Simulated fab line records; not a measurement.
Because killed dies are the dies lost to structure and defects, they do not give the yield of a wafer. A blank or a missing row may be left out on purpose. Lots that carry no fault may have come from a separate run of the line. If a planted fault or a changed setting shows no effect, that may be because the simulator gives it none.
Chamber matching :: flow sky130 :: rieDiel-01 running SKY_METAL4_ETCH_17: 4 sister chambers
The step etches SiO2 in C4F8/O2/Ar, stops on TiN, time 3.9 s, target depth 15 nm. 4 wafers are shown with their chamber, then 7 later ones without.

== WAFERS PAIRED WITH THEIR CHAMBERS ==
wafer: L085.2
chamber: 2
oesProductAu (a.u.): 0.767

wafer: L090.5
chamber: 3
oesProductAu (a.u.): 0.744

wafer: L091.1
chamber: 0
oesProductAu (a.u.): 0.757

wafer: L091.2
chamber: 1
oesProductAu (a.u.): 0.742

== WAFERS WHOSE CHAMBER IS MISSING ==
wafer: L091.4
oesProductAu (a.u.): 0.761

wafer: L093.1
oesProductAu (a.u.): 0.757

wafer: L093.5
oesProductAu (a.u.): 0.760

wafer: L093.6
oesProductAu (a.u.): 0.753

wafer: L095.2
oesProductAu (a.u.): 0.751

wafer: L095.4
oesProductAu (a.u.): 0.759

wafer: L095.5
oesProductAu (a.u.): 0.745

== CHAMBER TAKEN BY EACH ==
wafer: L091.4
from the rows above: can't be placed: 0 or 2
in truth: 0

wafer: L093.1
from the rows above: 0
in truth: 0

wafer: L093.5
from the rows above: can't be placed: 0 or 2
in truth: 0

wafer: L093.6
from the rows above: can't be placed: 0 or 3
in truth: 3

wafer: L095.2
from the rows above: can't be placed: 0 or 3 or 1
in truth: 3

wafer: L095.4
from the rows above: can't be placed: 0 or 2
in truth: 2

wafer: L095.5
from the rows above: can't be placed: 3 or 1
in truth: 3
Correct placement for 1 of the 7. Unplaceable from these rows: 6, with the true chamber sitting among the candidates in 6. Number placed wrongly: 0.
How it was worked out, from the rows above alone: a wafer's distance from a chamber is the root of the sum, over the readings, of the square of ((its reading less the chamber's mean) divided by the reading's scatter). The wafer belongs to the nearest chamber; if the next one is less than 2 further off, it can't be placed. For every chamber, the mean is computed from those of its wafers that are shown. The scatter (one wafer shown for each chamber): square how far every hidden wafer sits from the nearest shown wafer, average those squares and take the square root.
